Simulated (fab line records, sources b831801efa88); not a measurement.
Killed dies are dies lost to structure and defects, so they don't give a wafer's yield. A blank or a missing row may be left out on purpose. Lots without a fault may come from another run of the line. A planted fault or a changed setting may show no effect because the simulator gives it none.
fab line records | flow sky130
record lots=14 wafers=42 last_day=51
route steps=708 shown VT_ADJUST_LVTN@104 SONOS_ONO@173 RES_PROTECT@211 LDD_N@253
lots that met no fault: from a run of the same line without faults
start_h: hours from the record's first day to the start of the lot's first wafer shown | wait_h: hours since the lot's step before | " the same as in the row above | L1.1+2: a row that stands for several wafers | - no value, or no start given | * or withheld: withheld | < > ~ a bound
route shown NAME@n: a module of which the file shows steps, and the number in the route of the first | usual: mean/standard deviation of fault-free wafers | same: alike in all rows | chamber/n: place in a boat | sites: the reading at each site | _std_site: their standard deviation | _edge_site: outer sites' mean less inner sites' | radius_mm: how far each site lies from the wafer's centre | mask NAME#n: copy n | behind: the tool/chamber that last shaped the wafer | hold: why the lot was held/for how many hours/how that ended | device: the transistor (n, p or np) that didn't switch | end of line: the same wafers' tests at the end of the route | a step without rows: its recipe alone | killed: dies lost to structure and defects at the first sort, not the wafer's yield | map: a wafer's dies, x killed, . not, _ none there
set.NAME: the setting as run; set.NAME@STEP: as run at that earlier step | model.NAME: the simulator's own value behind a step, which no gauge read
steps of the route over a sample of lots; a table a step, a row a wafer
services: from which hour (start_h, from the record's first day; less than 0 if before it) a tool's chamber was out of use, for how many hours, and why
## steps
# step SKY_VT_ADJUST_LVTN_OVL_MEAS_07
# usual VT_ADJUST_LVTN_OVL=0.3/1.5
# columns lot.wafer tool chamber start_h wait_h VT_ADJUST_LVTN_OVL[nm]
L513.1 overlay-01 - 143.83 - -2.5
L513.3 " - " " 1.1
L513.5 " - " " -1.0
L518.1 overlay-02 - 169.83 - 1.5
L518.3 " - " " -1.1
L518.5 " - " " -1.9
L517.4 overlay-01 - 172.45 - 0.7
L517.5 " - " " -0.6
L517.6 " - " " -0.4
L519.1 overlay-02 - 181.38 - 0.2
L519.4 " - " " -0.6
L519.6 " - " " -1.0
L520.1 overlay-02 - 187.68 - 1.0
L520.3 " - " " 0.5
L520.6 " - " " -1.2
L521.2 overlay-02 - 195.94 - 1.9
L521.3 " - " " 0.3
L521.4 " - " " -0.1
L522.1 overlay-02 - 202.34 - 2.1
L522.4 " - " " 2.7
L522.6 " - " " 1.4
L525.1 overlay-01 - 225.84 - -0.2
L525.2 " - " " -1.6
L525.3 " - " " 0.6
L526.2 overlay-01 - 229.04 - 1.5
L526.5 " - " " 0.2
L526.6 " - " " 1.7
L529.1 overlay-01 - 249.04 - 4.0
L529.5 " - " " 1.7
L529.6 " - " " 2.5
L531.3 overlay-01 - 256.94 - -1.6
L531.4 " - " " -1.3
L531.5 " - " " -1.7
L532.1 overlay-02 - 265.18 - -1.7
L532.2 " - " " 0.2
L532.6 " - " " 0.4
L535.2 overlay-01 - 287.59 - 1.1
L535.4 " - " " 2.9
L535.5 " - " " 1.8
L536.1 overlay-02 - 292.33 - 0.7
L536.2 " - " " 0.4
L536.6 " - " " 0.9
# step SKY_SONOS_ONO_THK_MEAS_05
# recipe reads=SiO2_of_SONOS_ONO_CVD_04
# usual SONOS_ONO_CVD_04_THK=5.71/0.12
# columns lot.wafer tool chamber start_h wait_h SONOS_ONO_CVD_04_THK[nm]
L513.1 film_metro-02 - 260.58 0.0 5.76
L513.3 " - " " 5.63
L513.5 " - " " 5.65
L518.1 film_metro-01 - 285.95 0.0 5.81
L518.3 " - " " 5.89
L518.5 " - " " 5.75
L517.4 film_metro-01 - 291.86 0.0 5.81
L517.5 " - " " 5.88
L517.6 " - " " 5.82
L519.1 film_metro-04 - 302.26 0.0 5.82
L519.4 " - " " 5.87
L519.6 " - " " 5.93
L520.1 film_metro-01 - 313.22 0.0 5.55
L520.3 " - " " 5.63
L520.6 " - " " 5.60
L521.2 film_metro-04 - 326.25 0.0 5.85
L521.3 " - " " 5.89
L521.4 " - " " 5.74
L522.1 film_metro-01 - 328.50 0.0 5.73
L522.4 " - " " 5.73
L522.6 " - " " 5.68
L525.1 film_metro-04 - 356.93 0.0 5.62
L525.2 " - " " 5.55
L525.3 " - " " 5.54
L526.2 film_metro-02 - 359.45 0.0 5.75
L526.5 " - " " 5.87
L526.6 " - " " 5.83
L529.1 film_metro-01 - 390.06 0.0 5.57
L529.5 " - " " 5.66
L529.6 " - " " 5.62
L531.3 film_metro-02 - 398.40 0.0 5.67
L531.4 " - " " 5.73
L531.5 " - " " 5.72
L532.1 film_metro-01 - 403.33 0.0 5.76
L532.2 " - " " 5.64
L532.6 " - " " 5.67
L535.2 film_metro-04 - 433.75 0.0 5.70
L535.4 " - " " 5.75
L535.5 " - " " 5.79
L536.1 film_metro-04 - 437.52 0.0 5.62
L536.2 " - " " 5.61
L536.6 " - " " 5.60
# step SKY_RES_PROTECT_PEB_05
# recipe temp_c=withheld time_s=* resist=NOVOLAK
# usual chill_plate_temp_C=* exhaust_pa=45.2/0.98
# columns lot.wafer tool chamber start_h wait_h chill_plate_temp_C exhaust_pa
L513.1 litho_track-01 0 342.18 - * 45.7
L513.3 " 0 " " * 45.8
L513.5 " 0 " " * 46.0
L518.1 litho_track-03 0 369.19 - * 46.5
L518.3 " 0 " " * 44.6
L518.5 " 0 " " * 46.5
L517.4 litho_track-04 0 377.15 - * 44.4
L517.5 " 0 " " * 42.9
L517.6 " 0 " " * 45.1
L519.1 litho_track-03 0 390.09 - * 45.8
L519.4 " 0 " " * 45.5
L519.6 " 0 " " * 45.2
L520.1 litho_track-03 0 400.99 - * 46.4
L520.3 " 0 " " * 45.7
L520.6 " 0 " " * 45.7
L521.2 litho_track-04 0 422.60 - * 44.4
L521.3 " 0 " " * 45.0
L521.4 " 0 " " * 44.6
L522.1 litho_track-04 0 422.88 - * 45.7
L522.4 " 0 " " * 46.5
L522.6 " 0 " " * 46.0
L526.2 litho_track-03 0 471.36 - * 44.9
L526.5 " 0 " " * 45.3
L526.6 " 0 " " * 45.2
L525.1 litho_track-03 0 471.64 - * 43.6
L525.2 " 0 " " * 43.6
L525.3 " 0 " " * 44.0
L529.1 litho_track-04 - 485.48 - - -
L529.5 " - " " - -
L529.6 " - " " - -
L531.3 litho_track-01 - 493.98 - - -
L531.4 " - " " - -
L531.5 " - " " - -
L532.1 litho_track-01 0 498.93 - * 45.8
L532.2 " 0 " " * 44.4
L532.6 " 0 " " * 44.4
L535.2 litho_track-04 0 525.00 - * 44.0
L535.4 " 0 " " * 45.3
L535.5 " 0 " " * 43.8
L536.1 litho_track-04 0 529.38 - * 45.0
L536.2 " 0 " " * 44.3
L536.6 " 0 " " * 44.5
# step SKY_LDD_N_STRIP_16
# recipe chemistry=O2/N2 power_w=1400 pressure_mtorr=1500 platen_temp_c=withheld o2_flow_sccm=3000 n2_flow_sccm=300 overash_fraction=0.5
# usual drypump_motor_current_A=5.65/0.29 oes_product_au=0.406/0.0045 strip_time_to_endpoint_s=4.312/0.015
# same overash_fraction=0.5
# columns lot.wafer tool chamber start_h wait_h drypump_motor_current_A oes_product_au rf_hours_counter_h strip_time_to_endpoint_s
L513.1 plasma_asher-03 1 403.77 0.1 5.46 0.413 58 4.306
L513.3 " 0 " " 5.93 0.406 - 4.305
L513.5 " 0 " " 5.93 0.406 - 4.316
L518.1 plasma_asher-04 1 435.47 0.1 5.62 0.411 73 4.315
L518.3 " 1 " " 5.64 0.396 - 4.307
L518.5 " 1 " " 5.62 0.413 - 4.301
L517.4 plasma_asher-04 1 444.55 0.1 5.62 0.405 - 4.320
L517.5 " 1 " " 5.65 0.409 - 4.317
L517.6 " 0 " " 5.75 0.410 - 4.316
L519.1 plasma_asher-04 0 455.92 0.1 5.75 0.409 76 4.323
L519.4 " 1 " " 5.63 0.409 - 4.320
L519.6 " 0 " " 5.73 0.414 - 4.306
L520.1 plasma_asher-01 1 468.82 0.1 5.91 0.413 35 4.311
L520.3 " 1 " " 5.90 0.409 - 4.293
L520.6 " 0 " " 4.75 0.402 - 4.286
L521.2 plasma_asher-04 1 491.67 0.1 5.64 0.406 79 4.316
L521.3 " 0 " " 5.74 0.399 - 4.318
L521.4 " 1 " " 5.62 0.394 - 4.308
L522.1 plasma_asher-03 0 492.97 0.1 5.91 0.395 65 4.328
L522.4 " 1 " " 5.45 0.409 - 4.315
L522.6 " 1 " " 5.48 0.409 - 4.312
L526.2 plasma_asher-04 1 616.62 0.1 5.67 0.410 92 4.302
L526.5 " 1 " " 5.66 0.406 - 4.278
L526.6 " 0 " " 5.71 0.415 - 4.301
L525.1 plasma_asher-04 0 617.12 0.1 5.75 0.403 92 4.331
L525.2 " 1 " " 5.64 0.404 92 4.326
L525.3 " 0 " " 5.75 0.406 - 4.313
L532.1 plasma_asher-04 1 617.82 0.1 5.64 0.402 92 4.333
L532.2 " 0 " " 5.77 0.408 92 4.331
L532.6 " 1 " " 5.65 0.410 - 4.308
L529.1 plasma_asher-04 0 620.22 0.1 5.76 0.406 93 4.311
L529.5 " 0 " " 5.77 0.411 - 4.314
L529.6 " 1 " " 5.64 0.410 - 4.312
L535.2 plasma_asher-03 0 622.62 0.1 5.92 0.409 78 4.310
L535.4 " 1 " " 5.49 0.412 - 4.293
L535.5 " 0 " " 5.93 0.402 - 4.293
L536.1 plasma_asher-04 1 623.12 0.1 5.64 0.411 94 4.334
L536.2 " 0 " " 5.75 0.403 94 4.324
L536.6 " 1 " " 5.62 0.411 - 4.312
L531.3 plasma_asher-01 1 624.34 0.1 5.92 0.399 - 4.307
L531.4 " 0 " " 4.75 0.411 - 4.306
L531.5 " 0 " " 4.73 0.406 - 4.310
## services
# columns tool chamber start_h hours kind
litho_track-04 - 345.62 - consumable_replace:filter
plasma_asher-04 - 363.80 2.8 pm
plasma_asher-01 - 384.65 3.7 repair
plasma_asher-03 - 413.54 2.4 repair
plasma_asher-03 - 427.38 8.4 repair
plasma_asher-03 - 442.40 8.4 pm
plasma_asher-03 - 477.62 4.3 pm
litho_track-04 - 478.92 - consumable_replace:filter
litho_track-01 - 501.39 - consumable_replace:filter
plasma_asher-01 - 609.58 14.6 pm
## key
first_sign step=SKY_RES_PROTECT_PEB_05 reading=tool_record direction=missing
effect none on later readings
met_at SKY_RES_PROTECT_PEB_05
struck_lots L529,L531
sort_left_out L529.1,L529.5,L529.6,L531.3,L531.4,L531.5
tester_left_out L529,L531
not_acting_at SKY_VT_ADJUST_LVTN_OVL_MEAS_07,SKY_SONOS_ONO_THK_MEAS_05,SKY_LDD_N_STRIP_16
onset_between 422.88 485.48
fault kind=skipped_step_whole tool=litho_track-01,litho_track-04 chamber=- onset_h=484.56 steps=SKY_RES_PROTECT_PEB_05 scope=struck_lots_only
# tester_left_out: of these lots the tester's yield and bins aren't shown, on N5 and GAA mostly nor the transistor test; their killed dies are dies lost to structure and defects alone, not to doping, threshold or leakage, so they don't give the yield
# sort_left_out: the simulated sort isn't trusted on such a fault, so these wafers' sort isn't shown, and their yield isn't known
